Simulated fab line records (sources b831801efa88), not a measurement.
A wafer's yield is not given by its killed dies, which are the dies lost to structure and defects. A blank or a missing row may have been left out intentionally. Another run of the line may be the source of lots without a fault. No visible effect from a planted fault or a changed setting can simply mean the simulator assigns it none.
The tool behind it: which one? | flow gf180mcu | 6 lots with 17 wafers sampled at 2 steps, on a route of 602 steps

== WHAT THE GAUGES READ, wafer by wafer ==
GF_TOP_METAL_CD_MEAS_14 targets a cd of 440 nm.
lot  | measured     | on        | cd nm (nm)
L210 | day 27 23:22 | cd sem-01 | 439.2 439.5 440.5
L212 | day 28 18:43 | cd sem-02 | 439.9 439.7 439.1
L219 | day 31 04:58 | cd sem-01 | 442.6 443.1
L224 | day 32 14:08 | cd sem-01 | 438.0 437.5 438.3
L226 | day 32 23:16 | cd sem-01 | 442.4 441.1 440.0
L229 | day 33 17:31 | cd sem-01 | 441.7 442.9 440.2

== WHICH TOOL RAN EACH LOT (tool, then ch and the chambers of the sampled wafers, then the start) ==
lot  | GF_V5_CVD_23
L210 | cvd w-02 ch 0,1, day 27 03:05
L212 | cvd w-02 ch 0,1, day 27 23:35
L219 | cvd w-02 ch 1, day 30 10:32
L224 | cvd w-01 ch 0,1, day 31 20:50
L226 | cvd w-02 ch 0,1, day 32 06:20
L229 | cvd w-01 ch 0,1, day 33 00:59
- GF_V5_CVD_23: deposits W, target thk 350 nm, time 104.9 s.

== THE ANSWER, worked out from the rows above alone ==
Rule: usual is defined by the lots themselves. Put in order of their means at a reading, lots are off if they are a third of the lots or fewer, leave a main group of 4 or more, and stand apart from it by a gap of 3 or more times the standard deviation of the main group's means; of several such gaps the widest counts. A main group is skipped when, at the precision printed for the reading in the tables above, its means are all equal. A lot without any number at a reading at which 4 lots or more have one is off too. The other lots that the step has rows for count as sound.
Across all readings shown, no lot is off: no conclusion can be drawn from this.

== WHAT HAD BEEN PUT IN BY THE SIMULATOR ==
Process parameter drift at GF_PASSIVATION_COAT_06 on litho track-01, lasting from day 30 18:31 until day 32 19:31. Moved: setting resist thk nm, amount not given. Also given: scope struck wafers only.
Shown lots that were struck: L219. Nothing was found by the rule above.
